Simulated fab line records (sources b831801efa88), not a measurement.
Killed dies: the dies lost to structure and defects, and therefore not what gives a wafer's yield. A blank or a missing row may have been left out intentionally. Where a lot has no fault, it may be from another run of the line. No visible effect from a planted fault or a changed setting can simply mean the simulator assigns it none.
fab line records | flow sky130
record lots=7 | wafers=21 | last-day=49
route steps=708 shown METAL4@627 VIA4@639 PAD_OPEN@708
lots with no fault: from the same line, run without faults
start-h: hours from the record's first day to the start of the lot's first wafer shown | wait-h: hours since the lot's step before | " repeats the value in the row above | L1.1+2: a single row standing in for several wafers | - no value, or no start given | * or withheld: withheld | < > ~ a bound
route shown NAME@n: NAME is a module with steps in the file, n the number in the route of the first one | usual: mean/standard deviation of fault-free wafers | same: alike in all rows | chamber/n: place in a boat | sites: the reading at each site | _std_site: the values' standard deviation | _edge_site: the outer-site mean with the inner-site mean subtracted | radius-mm: for every site, how far away it sits from the centre of the wafer | mask NAME#n: copy n | behind: the most recent tool/chamber to have shaped the wafer | hold: why the lot went on hold/how many hours it stayed there/how the hold came to an end | device: which transistor (n, p or np) failed to switch | end of line: the route-end tests of the same wafers | step lacking rows: just its recipe | killed: dies that structure and defects cost at the first sort, which is not the same as the wafer's yield | map: a wafer's dies, x killed, . not, _ none there
set.NAME: the setting as run; set.NAME@STEP: as run at that earlier step | model.NAME: the simulator's own value behind a step, which no gauge read
certain route steps with their lots: each step a table, each wafer a row
services: a tool's chamber out of use, with start hour (start-h, from the record's first day; less than 0 if before it), hours out, and reason
## steps
# step SKY_METAL4_PEB_11
# recipe peb-temp-c=withheld | peb-time-s=withheld | resist=KrF-thick
# step SKY_METAL4_DEVELOP_12
# recipe develop-time-s=60 | resist=KrF-thick | dev-temp-c=21
# step SKY_METAL4_CD_MEAS_13
# recipe target-cd-nm=300
# usual cd-nm=299.6/1.6
lot.wafer | tool      | chamber | start-h | wait-h | cd-nm
L321.1    | cd-sem-02 | -       | 985.86  | -      | 299.1
L321.5    | "         | -       | "       | "      | 299.7
L321.6    | "         | -       | "       | "      | 299.1
L324.2    | cd-sem-01 | -       | 1016.13 | -      | 299.2
L324.3    | "         | -       | "       | "      | 298.8
L324.5    | "         | -       | "       | "      | 298.2
L328.2    | cd-sem-02 | -       | 1047.92 | -      | 299.0
L328.3    | "         | -       | "       | "      | 298.2
L328.6    | "         | -       | "       | "      | 299.2
L329.1    | cd-sem-01 | -       | 1052.91 | -      | 299.2
L329.4    | "         | -       | "       | "      | 300.4
L329.5    | "         | -       | "       | "      | 299.8
L330.2    | cd-sem-01 | -       | 1057.83 | -      | 300.8
L330.4    | "         | -       | "       | "      | 299.8
L330.6    | "         | -       | "       | "      | 299.6
L331.2    | cd-sem-01 | -       | 1058.18 | -      | 300.0
L331.4    | "         | -       | "       | "      | 300.3
L331.6    | "         | -       | "       | "      | 300.5
L336.1    | cd-sem-01 | -       | 1085.10 | -      | 300.4
L336.5    | "         | -       | "       | "      | 298.9
L336.6    | "         | -       | "       | "      | 298.0
# step SKY_METAL4_OVL_MEAS_14
# usual METAL4_OVL=-2/5.5
lot.wafer | tool       | chamber | start-h | wait-h | METAL4_OVL[nm]
L321.1    | overlay-02 | -       | 985.98  | 0.1    | -7
L321.5    | "          | -       | "       | "      | -11
L321.6    | "          | -       | "       | "      | -7
L324.2    | overlay-02 | -       | 1016.23 | 0.1    | -3
L324.3    | "          | -       | "       | "      | -12
L324.5    | "          | -       | "       | "      | -11
L328.2    | overlay-01 | -       | 1048.03 | 0.1    | -13
L328.3    | "          | -       | "       | "      | -11
L328.6    | "          | -       | "       | "      | -15
L329.1    | overlay-01 | -       | 1053.03 | 0.1    | 0
L329.4    | "          | -       | "       | "      | 4
L329.5    | "          | -       | "       | "      | 0
L330.2    | overlay-02 | -       | 1057.94 | 0.1    | -5
L330.4    | "          | -       | "       | "      | 2
L330.6    | "          | -       | "       | "      | -3
L331.2    | overlay-01 | -       | 1058.29 | 0.1    | -2
L331.4    | "          | -       | "       | "      | 1
L331.6    | "          | -       | "       | "      | 1
L336.1    | overlay-01 | -       | 1085.22 | 0.1    | -7
L336.5    | "          | -       | "       | "      | -6
L336.6    | "          | -       | "       | "      | -2
# step SKY_METAL4_DESCUM_15
# recipe chemistry=O2 | source-power-w=150 | bias-power-w=0 | pressure-mtorr=10 | temp-c=40 | time-s=8
# usual drypump-motor-current-A=5.9/0.41 | oes-product-au=1.000/0.0067
lot.wafer | tool         | chamber | start-h | wait-h | drypump-motor-current-A | oes-product-au | rf-hours-counter-h
L321.1    | rie-metal-04 | 1       | 986.01  | 0.0    | 6.1                     | 1.004          | 8
L321.5    | "            | 1       | "       | "      | 6.0                     | 0.997          | -
L321.6    | "            | 0       | "       | "      | 5.1                     | 1.003          | -
L324.2    | rie-metal-01 | 0       | 1016.26 | 0.0    | 6.4                     | 1.002          | 17
L324.3    | "            | 1       | "       | "      | 5.8                     | 1.006          | -
L324.5    | "            | 1       | "       | "      | 5.8                     | 1.000          | -
L328.2    | rie-metal-04 | 1       | 1048.06 | 0.0    | 6.1                     | 0.996          | 11
L328.3    | "            | 1       | "       | "      | 6.1                     | 0.993          | -
L328.6    | "            | 0       | "       | "      | 5.1                     | 0.985          | -
L329.1    | rie-metal-03 | 1       | 1053.06 | 0.0    | 6.2                     | 1.000          | 6
L329.4    | "            | 0       | "       | "      | 6.0                     | 1.002          | -
L329.5    | "            | 0       | "       | "      | 6.0                     | 1.004          | -
L330.2    | rie-metal-03 | 1       | 1057.97 | 0.0    | 6.2                     | 0.998          | 6
L330.4    | "            | 1       | "       | "      | 6.2                     | 0.994          | -
L330.6    | "            | 0       | "       | "      | 6.0                     | 1.003          | -
L331.2    | rie-metal-04 | 1       | 1058.32 | 0.0    | 6.1                     | 1.001          | 12
L331.4    | "            | 0       | "       | "      | 5.1                     | 0.998          | -
L331.6    | "            | 0       | "       | "      | 5.1                     | 0.995          | -
L336.1    | rie-metal-03 | 0       | 1085.26 | 0.0    | 5.9                     | 1.016          | 2
L336.5    | "            | 0       | "       | "      | 6.0                     | 1.008          | -
L336.6    | "            | 0       | "       | "      | 6.0                     | 1.010          | -
# step SKY_METAL4_ETCH_16
# recipe chemistry=N2/H2 | target=BARC | ion-energy-ev=200 | bias-w=100 | pressure-mtorr=30 | n2-flow-sccm=100 | h2-flow-sccm=200 | icp-w=500 | stop-on=SiO2 | time-s=88.2 | target-depth-a=600
# step SKY_METAL4_ETCH_17
# recipe target=SiO2 | stop-on=TiN | chemistry=C4F8/O2/Ar | source-w=1500 | bias-w=1200 | pressure-mtorr=40 | c4f8-flow-sccm=withheld | O2_flow_sccm=6 | Ar_flow_sccm=300 | time-s=3.9 | target-depth-a=150
# usual oes-product-au=0.754/0.0068
lot.wafer | tool        | chamber | start-h | wait-h | oes-product-au | rf-hours-counter-h
L321.1    | rie-diel-02 | 3       | 986.19  | 0.1    | 0.747          | 1
L321.5    | "           | 0       | "       | "      | 0.757          | -
L321.6    | "           | 1       | "       | "      | 0.766          | -
L324.2    | rie-diel-02 | 1       | 1016.39 | 0.1    | 0.748          | 5
L324.3    | "           | 3       | "       | "      | 0.749          | 2
L324.5    | "           | 3       | "       | "      | 0.756          | -
L328.2    | rie-diel-03 | 3       | 1048.19 | 0.1    | 0.746          | 18
L328.3    | "           | 1       | "       | "      | 0.752          | 11
L328.6    | "           | 1       | "       | "      | 0.759          | -
L329.1    | rie-diel-01 | 3       | 1053.19 | 0.1    | 0.740          | 22
L329.4    | "           | 2       | "       | "      | 0.758          | -
L329.5    | "           | 0       | "       | "      | 0.761          | -
L330.2    | rie-diel-03 | 2       | 1058.10 | 0.1    | 0.758          | 23
L330.4    | "           | 1       | "       | "      | 0.747          | 12
L330.6    | "           | 3       | "       | "      | 0.765          | -
L331.2    | rie-diel-01 | 3       | 1058.45 | 0.1    | 0.760          | 22
L331.4    | "           | 2       | "       | "      | 0.764          | -
L331.6    | "           | 0       | "       | "      | 0.762          | -
L336.1    | rie-diel-02 | 3       | 1085.52 | 0.2    | 0.749          | 4
L336.5    | "           | 2       | "       | "      | 0.759          | -
L336.6    | "           | 1       | "       | "      | 0.763          | -
# step SKY_METAL4_METAL_ETCH_18
# recipe target-depth-a=8450 | stop-on=SiO2 | over-etch-frac=0.3 | time-s=183.1 | chemistry=Cl2/BCl3 | resist-sidewall-deg=88 | pressure-mtorr=10 | icp-w=900 | bias-w=48.5 | Cl2_flow_sccm=60 | bcl3-flow-sccm=30
# usual drypump-motor-current-A=5.9/0.42 | oes-product-au=0.866/0.0061 | throttle-valve-pct=22.264/0.0092
lot.wafer | tool         | chamber | start-h | wait-h | drypump-motor-current-A | oes-product-au | rf-hours-counter-h | throttle-valve-pct
L321.1    | rie-metal-01 | 0       | 986.21  | 0.0    | 6.4                     | 0.867          | 15                 | 22.259
L321.5    | "            | 0       | "       | "      | 6.4                     | 0.862          | -                  | 22.256
L321.6    | "            | 1       | "       | "      | 5.8                     | 0.873          | -                  | 22.281
L324.2    | rie-metal-04 | 1       | 1016.41 | 0.0    | 6.1                     | 0.860          | 10                 | 22.257
L324.3    | "            | 1       | "       | "      | 6.1                     | 0.874          | -                  | 22.259
L324.5    | "            | 1       | "       | "      | 6.1                     | 0.867          | -                  | 22.249
L328.2    | rie-metal-03 | 0       | 1048.27 | 0.1    | 5.9                     | 0.872          | -                  | 22.268
L328.3    | "            | 0       | "       | "      | 5.9                     | 0.861          | -                  | 22.267
L328.6    | "            | 0       | "       | "      | 6.0                     | 0.880          | -                  | 22.263
L329.1    | rie-metal-04 | 0       | 1053.21 | 0.0    | 5.1                     | 0.874          | 8                  | 22.255
L329.4    | "            | 0       | "       | "      | 5.1                     | 0.867          | -                  | 22.272
L329.5    | "            | 1       | "       | "      | 6.0                     | 0.870          | -                  | 22.267
L330.2    | rie-metal-01 | 0       | 1058.12 | 0.0    | 6.5                     | 0.860          | 20                 | 22.258
L330.4    | "            | 1       | "       | "      | 5.8                     | 0.860          | -                  | 22.263
L330.6    | "            | 0       | "       | "      | 6.4                     | 0.862          | -                  | 22.282
L331.2    | rie-metal-03 | 1       | 1058.47 | 0.0    | 6.2                     | 0.866          | 6                  | 22.258
L331.4    | "            | 1       | "       | "      | 6.2                     | 0.876          | -                  | 22.277
L331.6    | "            | 0       | "       | "      | 6.0                     | 0.870          | -                  | 22.268
L336.1    | rie-metal-01 | 1       | 1085.54 | 0.0    | 5.8                     | 0.858          | 11                 | 22.273
L336.5    | "            | 1       | "       | "      | 5.8                     | 0.863          | -                  | 22.256
L336.6    | "            | 0       | "       | "      | 6.4                     | 0.864          | -                  | 22.259
# step SKY_METAL4_STRIP_19
# recipe chemistry=O2/N2 | power-w=1400 | pressure-mtorr=1500 | platen-temp-c=withheld | o2-flow-sccm=3000 | n2-flow-sccm=300 | overash-fraction=0.5
# usual drypump-motor-current-A=5.6/0.55 | oes-product-au=0.502/0.0057 | strip-time-to-endpoint-s=6.53/0.061
lot.wafer | tool            | chamber | start-h | wait-h | drypump-motor-current-A | oes-product-au | rf-hours-counter-h | strip-time-to-endpoint-s
L321.1    | plasma-asher-02 | 1       | 986.38  | 0.1    | 5.7                     | 0.504          | 85                 | 6.59
L321.5    | "               | 1       | "       | "      | 5.7                     | 0.507          | -                  | 6.59
L321.6    | "               | 0       | "       | "      | 5.3                     | 0.499          | -                  | 6.53
L324.2    | plasma-asher-01 | 1       | 1016.59 | 0.1    | 6.1                     | 0.489          | 60                 | 6.56
L324.3    | "               | 1       | "       | "      | 6.1                     | 0.498          | -                  | 6.56
L324.5    | "               | 1       | "       | "      | 6.1                     | 0.503          | -                  | 6.57
L328.2    | plasma-asher-01 | 0       | 1048.56 | 0.2    | 5.0                     | 0.496          | 63                 | 6.44
L328.3    | "               | 0       | "       | "      | 5.0                     | 0.493          | -                  | 6.42
L328.6    | "               | 1       | "       | "      | 6.1                     | 0.502          | -                  | 6.47
L329.1    | plasma-asher-02 | 0       | 1053.39 | 0.1    | 5.3                     | 0.499          | 90                 | 6.60
L329.4    | "               | 0       | "       | "      | 5.3                     | 0.506          | -                  | 6.58
L329.5    | "               | 0       | "       | "      | 5.3                     | 0.491          | -                  | 6.57
L330.2    | plasma-asher-01 | 0       | 1058.30 | 0.1    | 5.0                     | 0.514          | 64                 | 6.63
L330.4    | "               | 0       | "       | "      | 5.0                     | 0.509          | -                  | 6.50
L330.6    | "               | 0       | "       | "      | 4.9                     | 0.512          | -                  | 6.63
L331.2    | plasma-asher-01 | 1       | 1058.65 | 0.1    | 6.1                     | 0.504          | 64                 | 6.63
L331.4    | "               | 0       | "       | "      | 5.0                     | 0.510          | -                  | 6.64
L331.6    | "               | 0       | "       | "      | 5.0                     | 0.504          | -                  | 6.55
L336.1    | plasma-asher-04 | 1       | 1085.72 | 0.1    | 6.3                     | 0.503          | 2                  | 6.49
L336.5    | "               | 1       | "       | "      | 6.4                     | 0.509          | -                  | 6.58
L336.6    | "               | 0       | "       | "      | 5.0                     | 0.504          | -                  | 6.59
# step SKY_METAL4_STRIP_20
# recipe chemistry=post-etch-residue-remover | time-s=1200 | temp-c=72.5
# step SKY_METAL4_CLEAN_21
# recipe chemistry=IPA | time-s=180 | temp-c=25
# step SKY_METAL4_CLEAN_22
# recipe chemistry=O3/DIW | dry=n2-spin
# step SKY_VIA4_HDPCVD_00
# recipe material=SiO2 | target-thk-nm=1750 | sigma-open-frac=0.3 | time-s=291.7 | temp-c=400 | sih4-flow-sccm=60 | pressure-mtorr=6
lot.wafer | tool      | chamber | start-h | wait-h | model.SiO2_of_VIA4_HDPCVD_00.thk-nm
L321.1    | hdpcvd-02 | 0       | 987.02  | 0.0    | 1750
L321.5    | "         | 1       | "       | "      | 1727
L321.6    | "         | 2       | "       | "      | 1770
L324.2    | hdpcvd-02 | 1       | 1017.21 | 0.0    | 1766
L324.3    | "         | 2       | "       | "      | 1780
L324.5    | "         | 0       | "       | "      | 1767
L328.2    | hdpcvd-02 | 0       | 1049.15 | 0.0    | 1739
L328.3    | "         | 2       | "       | "      | 1772
L328.6    | "         | 0       | "       | "      | 2734
L329.1    | hdpcvd-02 | 0       | 1053.98 | 0.0    | 1725
L329.4    | "         | 1       | "       | "      | 1739
L329.5    | "         | 2       | "       | "      | 2759
L330.2    | hdpcvd-01 | 1       | 1058.93 | 0.0    | 1757
L330.4    | "         | 0       | "       | "      | 1733
L330.6    | "         | 1       | "       | "      | 1752
L331.2    | hdpcvd-02 | 1       | 1059.24 | 0.0    | 1740
L331.4    | "         | 0       | "       | "      | 1752
L331.6    | "         | 2       | "       | "      | 2769
L336.1    | hdpcvd-01 | 0       | 1086.31 | 0.0    | 1763
L336.5    | "         | 0       | "       | "      | 1751
L336.6    | "         | 2       | "       | "      | 1765
# step SKY_VIA4_THK_MEAS_01
# recipe reads=SiO2_of_VIA4_HDPCVD_00
# usual VIA4_HDPCVD_THK=1752/17
lot.wafer | tool          | chamber | start-h | wait-h | VIA4_HDPCVD_THK[nm]
L321.1    | film-metro-01 | -       | 987.19  | 0.1    | 1751
L321.5    | "             | -       | "       | "      | 1727
L321.6    | "             | -       | "       | "      | 1769
L324.2    | film-metro-04 | -       | 1017.40 | 0.1    | 1765
L324.3    | "             | -       | "       | "      | 1781
L324.5    | "             | -       | "       | "      | 1766
L328.2    | film-metro-01 | -       | 1049.34 | 0.1    | 1740
L328.3    | "             | -       | "       | "      | 1771
L328.6    | "             | -       | "       | "      | 2734
L329.1    | film-metro-01 | -       | 1054.16 | 0.1    | 1725
L329.4    | "             | -       | "       | "      | 1738
L329.5    | "             | -       | "       | "      | 2758
L330.2    | film-metro-01 | -       | 1059.12 | 0.1    | 1757
L330.4    | "             | -       | "       | "      | 1733
L330.6    | "             | -       | "       | "      | 1751
L331.2    | film-metro-04 | -       | 1059.43 | 0.1    | 1741
L331.4    | "             | -       | "       | "      | 1753
L331.6    | "             | -       | "       | "      | 2770
L336.1    | film-metro-04 | -       | 1086.49 | 0.1    | 1764
L336.5    | "             | -       | "       | "      | 1750
L336.6    | "             | -       | "       | "      | 1764
# step SKY_VIA4_CMP_02
# recipe material=SiO2 | down-force-psi=4 | platen-rpm=60 | pad-velocity-m-s=0.94248
# usual head-pressure-psi=4.001/0.0084 | motor-current-A=11.6/1.5
lot.wafer | tool   | chamber | start-h | wait-h | head-pressure-psi | motor-current-A
L321.1    | cmp-01 | 3       | 987.30  | 0.1    | 3.994             | 10.5
L321.6    | "      | 2       | "       | "      | 3.997             | 13.8
L321.5    | "      | 3       | "       | "      | 4.007             | 10.6
L324.3    | cmp-02 | 1       | 1017.65 | 0.2    | 4.003             | 11.2
L324.2    | "      | 2       | "       | "      | 3.997             | 10.3
L324.5    | "      | 1       | "       | "      | 4.014             | 11.2
L328.2    | cmp-01 | 2       | 1049.44 | 0.1    | 4.008             | 13.9
L328.3    | "      | 3       | "       | "      | 3.989             | 10.5
L328.6    | "      | 2       | "       | "      | 3.998             | 14.1
L329.4    | cmp-01 | 2       | 1054.22 | 0.0    | 3.999             | 13.9
L329.1    | "      | 3       | "       | "      | 4.003             | 10.0
L329.5    | "      | 2       | "       | "      | 3.996             | 15.0
L330.2    | cmp-01 | 0       | 1059.22 | 0.1    | 4.000             | 12.1
L330.4    | "      | 1       | "       | "      | 4.019             | 9.6
L330.6    | "      | 0       | "       | "      | 4.021             | 12.5
L331.2    | cmp-02 | 3       | 1059.48 | 0.0    | 3.998             | 12.8
L331.4    | "      | 1       | "       | "      | 3.996             | 11.2
L331.6    | "      | 3       | "       | "      | 4.010             | 12.6
L336.1    | cmp-02 | 3       | 1087.10 | 0.6    | 4.009             | 12.0
L336.6    | "      | 1       | "       | "      | 4.020             | 11.1
L336.5    | "      | 2       | "       | "      | 3.990             | 10.0
# step SKY_PAD_OPEN_PROBE_99
# usual defect-limited-yield=82.7/1.9 | killed_at_M0_to_M3=43/7.1 | killed_at_M4_up=3.2/1.9 | killed-at-contacts=23/5.1 | killed-at-front-end=15/4.5 | killed-at-other=0.4/0.65 | killed-dies=85/9.4 | killed-open=47/6.8 | killed-short=38/6.1 | sort_bin_3_pad_short=0.8/0.38 | sort_bin_5_function=10.3/1.5 | sort_bin_6_memory=6.2/1.1 | sort-n-pass=407/9.4 | sort-yield-pct=82.7/1.9
# same gross-dies=492 | killed-at-back-side=0 | sort_bin_4_leakage[%]=0 | sort_bin_8_speed[%]=0
lot.wafer | tool      | chamber | start-h | wait-h | defect-limited-yield[%] | killed_at_M0_to_M3 | killed_at_M4_up | killed-at-contacts | killed-at-front-end | killed-at-other | killed-dies | killed-open | killed-short | sort_bin_3_pad_short[%] | sort_bin_5_function[%] | sort_bin_6_memory[%] | sort-n-pass | sort-yield-pct[%]
L321.1    | prober-02 | -       | 1082.61 | 0.1    | 82.9                    | 43                 | 6               | 23                 | 11                  | 1               | 84          | 42          | 42           | 1.0                     | 10.4                   | 5.7                  | 408         | 82.9
L321.5    | prober-02 | -       | 1082.81 | 0.2    | 82.3                    | 42                 | 6               | 28                 | 11                  | 0               | 87          | 57          | 30           | 0.4                     | 12.4                   | 4.9                  | 405         | 82.3
L321.6    | prober-02 | -       | 1082.86 | 0.2    | 81.3                    | 48                 | 2               | 19                 | 23                  | 0               | 92          | 48          | 44           | 0                       | 11.4                   | 7.3                  | 400         | 81.3
L324.2    | prober-01 | -       | 1109.91 | 0.1    | 81.1                    | 49                 | 3               | 27                 | 12                  | 2               | 93          | 57          | 36           | 0.6                     | 11.2                   | 7.1                  | 399         | 81.1
L324.3    | prober-01 | -       | 1109.96 | 0.2    | 79.7                    | 54                 | 6               | 27                 | 13                  | 0               | 100         | 48          | 52           | 1.4                     | 12.6                   | 6.3                  | 392         | 79.7
L324.5    | prober-01 | -       | 1110.06 | 0.2    | 83.9                    | 44                 | 3               | 11                 | 21                  | 0               | 79          | 41          | 38           | 1.0                     | 8.5                    | 6.5                  | 413         | 83.9
L328.3    | prober-01 | -       | 1138.08 | 0.2    | 83.9                    | 40                 | 3               | 24                 | 12                  | 0               | 79          | 34          | 45           | 1.2                     | 10.2                   | 4.7                  | 413         | 83.9
L328.6    | prober-01 | -       | 1138.23 | 0.2    | 80.5                    | 53                 | 5               | 24                 | 14                  | 0               | 96          | 60          | 36           | 1.0                     | 11.6                   | 6.9                  | 396         | 80.5
L329.1    | prober-02 | -       | 1142.42 | 0.1    | 77.4                    | 59                 | 1               | 29                 | 21                  | 1               | 111         | 56          | 55           | 1.2                     | 11.6                   | 9.8                  | 381         | 77.4
L329.4    | prober-02 | -       | 1142.57 | 0.2    | 83.7                    | 39                 | 3               | 22                 | 16                  | 0               | 80          | 49          | 31           | 1.0                     | 9.6                    | 5.7                  | 412         | 83.7
L329.5    | prober-02 | -       | 1142.62 | 0.2    | 79.5                    | 57                 | 6               | 31                 | 7                   | 0               | 101         | 55          | 46           | 0.8                     | 10.8                   | 8.9                  | 391         | 79.5
L330.2    | prober-01 | -       | 1146.39 | 0.1    | 82.9                    | 42                 | 2               | 25                 | 15                  | 0               | 84          | 43          | 41           | 0.2                     | 10.6                   | 6.3                  | 408         | 82.9
L330.4    | prober-01 | -       | 1146.49 | 0.2    | 80.9                    | 49                 | 1               | 24                 | 20                  | 0               | 94          | 54          | 40           | 0.4                     | 10.4                   | 8.3                  | 398         | 80.9
L330.6    | prober-01 | -       | 1146.59 | 0.2    | 82.1                    | 52                 | 2               | 21                 | 13                  | 0               | 88          | 55          | 33           | 0.6                     | 10.2                   | 7.1                  | 404         | 82.1
L331.2    | prober-02 | -       | 1147.80 | 0.1    | 81.9                    | 50                 | 3               | 16                 | 20                  | 0               | 89          | 50          | 39           | 1.0                     | 10.4                   | 6.7                  | 403         | 81.9
L331.4    | prober-02 | -       | 1147.90 | 0.2    | 81.5                    | 41                 | 4               | 26                 | 19                  | 1               | 91          | 48          | 43           | 1.6                     | 11.8                   | 5.1                  | 401         | 81.5
L331.6    | prober-02 | -       | 1148.00 | 0.2    | 79.3                    | 55                 | 1               | 22                 | 23                  | 1               | 102         | 57          | 44           | 0.4                     | 13.0                   | 7.3                  | 390         | 79.3
L336.1    | prober-02 | -       | 1170.62 | 0.1    | 87.8                    | 32                 | 1               | 16                 | 11                  | 0               | 60          | 27          | 33           | 0.4                     | 6.9                    | 4.9                  | 432         | 87.8
L336.5    | prober-02 | -       | 1170.82 | 0.2    | 80.1                    | 54                 | 4               | 20                 | 20                  | 0               | 98          | 53          | 45           | 1.2                     | 12.6                   | 6.1                  | 394         | 80.1
L336.6    | prober-02 | -       | 1170.87 | 0.2    | 79.1                    | 54                 | 2               | 22                 | 25                  | 0               | 103         | 56          | 47           | 0.6                     | 10.8                   | 9.6                  | 389         | 79.1
# killed by level:class
L321.1 VIA1:geometric-particle:open=12 VIA3:geometric-particle:open=8 CONTACT:geometric-particle:open=7 METAL4:geometric-particle:short=6 VIA3:geometric-particle:short=6 LOCAL_INTERCONNECT:geometric-particle:short=5 LI_CONTACT:geometric-particle:open=4 POLY_GATE:geometric-particle:short=4
L321.5 VIA1:geometric-particle:open=12 VIA3:geometric-particle:open=11 LI_CONTACT:geometric-particle:open=9 CONTACT:geometric-particle:open=8 CONTACT:geometric-particle:short=6 FIELD_ISO:geometric-particle:open=5 VIA1:geometric-particle:short=4 VIA2:geometric-particle:open=4
L321.6 VIA1:geometric-particle:open=12 FIELD_ISO:geometric-particle:open=8 METAL1:geometric-particle:short=7 VIA2:geometric-particle:open=7 POLY_GATE:geometric-particle:short=6 VIA1:geometric-particle:short=6 CONTACT:geometric-particle:open=6 LI_CONTACT:geometric-particle:open=5
L324.2 CONTACT:geometric-particle:open=12 VIA1:geometric-particle:open=12 VIA2:geometric-particle:open=11 VIA1:geometric-particle:short=7 POLY_GATE:geometric-particle:open=5 LI_CONTACT:geometric-particle:open=5 METAL1:geometric-particle:short=5 VIA3:geometric-particle:open=5
L324.3 VIA1:geometric-particle:open=10 CONTACT:geometric-particle:open=9 FIELD_ISO:geometric-particle:short=7 VIA1:geometric-particle:short=7 VIA3:geometric-particle:open=7 LI_CONTACT:geometric-particle:short=6 VIA2:geometric-particle:open=6 METAL1:geometric-particle:short=5
L324.5 VIA1:geometric-particle:open=12 POLY_GATE:geometric-particle:open=6 VIA3:geometric-particle:open=6 METAL2:geometric-particle:short=5 VIA2:geometric-particle:short=5 VIA2:geometric-particle:open=5 FIELD_ISO:geometric-particle:short=4 METAL1:geometric-particle:short=4
L328.3 METAL1:geometric-particle:short=8 VIA1:geometric-particle:open=8 LI_CONTACT:geometric-particle:open=6 LOCAL_INTERCONNECT:geometric-particle:short=6 VIA2:geometric-particle:open=5 VIA3:geometric-particle:short=4 CONTACT:geometric-particle:short=4 CONTACT:geometric-particle:open=4
L328.6 VIA1:geometric-particle:open=15 VIA3:geometric-particle:open=9 LI_CONTACT:geometric-particle:open=8 LOCAL_INTERCONNECT:geometric-particle:short=7 VIA2:geometric-particle:open=6 METAL1:geometric-particle:short=6 VIA1:geometric-particle:short=5 SPACER:geometric-particle:open=5
L329.1 METAL1:geometric-particle:short=13 LI_CONTACT:geometric-particle:open=12 VIA2:geometric-particle:open=9 CONTACT:geometric-particle:open=8 VIA3:geometric-particle:open=8 VIA1:geometric-particle:open=7 METAL2:geometric-particle:short=7 FIELD_ISO:geometric-particle:short=6
L329.4 VIA1:geometric-particle:open=13 CONTACT:geometric-particle:open=7 LOCAL_INTERCONNECT:geometric-particle:short=6 VIA2:geometric-particle:open=6 CONTACT:geometric-particle:short=5 POLY_GATE:geometric-particle:short=5 FIELD_ISO:geometric-particle:open=4 LI_CONTACT:geometric-particle:open=4
L329.5 VIA1:geometric-particle:open=13 VIA3:geometric-particle:open=10 CONTACT:geometric-particle:short=8 CONTACT:geometric-particle:open=8 LI_CONTACT:geometric-particle:open=7 METAL1:geometric-particle:short=6 LOCAL_INTERCONNECT:geometric-particle:short=5 VIA2:geometric-particle:short=5
L330.2 CONTACT:geometric-particle:open=8 METAL2:geometric-particle:short=8 VIA1:geometric-particle:open=8 VIA3:geometric-particle:open=8 VIA1:geometric-particle:short=7 LI_CONTACT:geometric-particle:open=6 CONTACT:geometric-particle:short=5 VIA2:geometric-particle:open=4
L330.4 VIA1:geometric-particle:open=15 LI_CONTACT:geometric-particle:open=10 VIA2:geometric-particle:open=8 FIELD_ISO:geometric-particle:short=6 CONTACT:geometric-particle:open=6 METAL1:geometric-particle:short=6 CONTACT:geometric-particle:short=5 VIA2:geometric-particle:short=5
L330.6 VIA1:geometric-particle:open=11 VIA2:geometric-particle:open=10 LI_CONTACT:geometric-particle:open=9 VIA3:geometric-particle:open=7 METAL2:geometric-particle:short=6 FIELD_ISO:geometric-particle:open=4 CONTACT:geometric-particle:open=4 VIA3:geometric-particle:short=4
L331.2 VIA1:geometric-particle:open=12 VIA2:geometric-particle:open=9 CONTACT:geometric-particle:open=9 VIA2:geometric-particle:short=8 FIELD_ISO:geometric-particle:short=5 VIA1:geometric-particle:short=5 FIELD_ISO:geometric-particle:open=4 POLY_GATE:geometric-particle:short=3
L331.4 VIA3:geometric-particle:open=13 CONTACT:geometric-particle:open=10 VIA1:geometric-particle:open=7 POLY_GATE:geometric-particle:open=6 METAL2:geometric-particle:short=6 LI_CONTACT:geometric-particle:open=5 FIELD_ISO:geometric-particle:short=4 LI_CONTACT:geometric-particle:short=4
L331.6 VIA1:geometric-particle:open=14 CONTACT:geometric-particle:open=10 VIA3:geometric-particle:open=8 METAL1:geometric-particle:short=6 VIA2:geometric-particle:open=6 FIELD_ISO:geometric-particle:short=5 METAL3:geometric-particle:short=5 FIELD_ISO:geometric-particle:open=4
L336.1 CONTACT:geometric-particle:open=7 METAL2:geometric-particle:short=7 VIA1:geometric-particle:open=6 FIELD_ISO:geometric-particle:short=5 VIA1:geometric-particle:short=5 LI_CONTACT:geometric-particle:open=5 METAL1:geometric-particle:short=4 POLY_GATE:geometric-particle:short=3
L336.5 VIA1:geometric-particle:open=12 FIELD_ISO:geometric-particle:short=10 LI_CONTACT:geometric-particle:open=9 CONTACT:geometric-particle:open=6 VIA2:geometric-particle:short=6 FIELD_ISO:geometric-particle:open=5 VIA3:geometric-particle:open=5 METAL1:geometric-particle:short=5
L336.6 VIA1:geometric-particle:open=16 FIELD_ISO:geometric-particle:open=9 METAL1:geometric-particle:short=7 POLY_GATE:geometric-particle:short=6 LI_CONTACT:geometric-particle:open=6 CONTACT:geometric-particle:open=6 VIA1:geometric-particle:short=6 VIA3:geometric-particle:open=6
## services
tool            | chamber | start-h | hours | kind
rie-metal-03    | 1       | 963.32  | -     | clean
rie-metal-03    | 1       | 963.32  | 16.9  | scheduled-down
plasma-asher-04 | -       | 974.62  | 22.6  | repair
rie-diel-01     | -       | 983.21  | 0.4   | repair
cmp-01          | -       | 989.97  | 4.3   | pm
hdpcvd-01       | -       | 997.23  | 2.8   | pm
plasma-asher-04 | -       | 997.25  | 2.8   | pm
plasma-asher-02 | -       | 1001.48 | 18.3  | repair
rie-metal-03    | 0       | 1001.60 | 3.1   | repair
cmp-01          | -       | 1002.88 | 1.0   | repair
cmp-01          | -       | 1006.92 | 15.1  | pm
cmp-01          | -       | 1031.39 | 2.3   | repair
cmp-02          | -       | 1037.34 | 0.2   | repair
cmp-02          | -       | 1040.11 | 2.4   | repair
rie-metal-01    | 1       | 1040.95 | 5.8   | repair
rie-diel-01     | 1       | 1043.82 | 1.2   | repair
rie-metal-03    | 1       | 1048.03 | 3.3   | repair
hdpcvd-01       | 1       | 1054.66 | 3.4   | repair
plasma-asher-04 | -       | 1055.25 | 9.0   | pm
rie-diel-03     | -       | 1067.55 | 1.7   | repair
hdpcvd-02       | 2       | 1067.59 | 5.0   | repair
rie-metal-03    | 0       | 1073.30 | 11.9  | repair
plasma-asher-02 | -       | 1075.65 | 3.7   | repair
cmp-01          | -       | 1084.16 | 4.0   | pm
## key
first-sign step=SKY_VIA4_THK_MEAS_01 | reading=VIA4_HDPCVD_THK | direction=up | sigmas=60 | usual=1752 | struck=2754
effect none on later readings
model-effect step=SKY_VIA4_HDPCVD_00 | value=SiO2_of_VIA4_HDPCVD_00.thk-nm | without=1757 | struck=2754
met-at SKY_VIA4_HDPCVD_00
struck-wafers L328.6,L329.5,L331.6
onset-between 1017.21 1049.15
fault kind=process-parameter-drift | tool=hdpcvd-02 | chamber=- | onset-h=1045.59 | steps=SKY_VIA4_HDPCVD_00 | channel=target-thk-nm | offset=997.45 | shape=step | end-h=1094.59 | scope=struck-wafers-only | acts-in=these-recipes-only | stated=1750
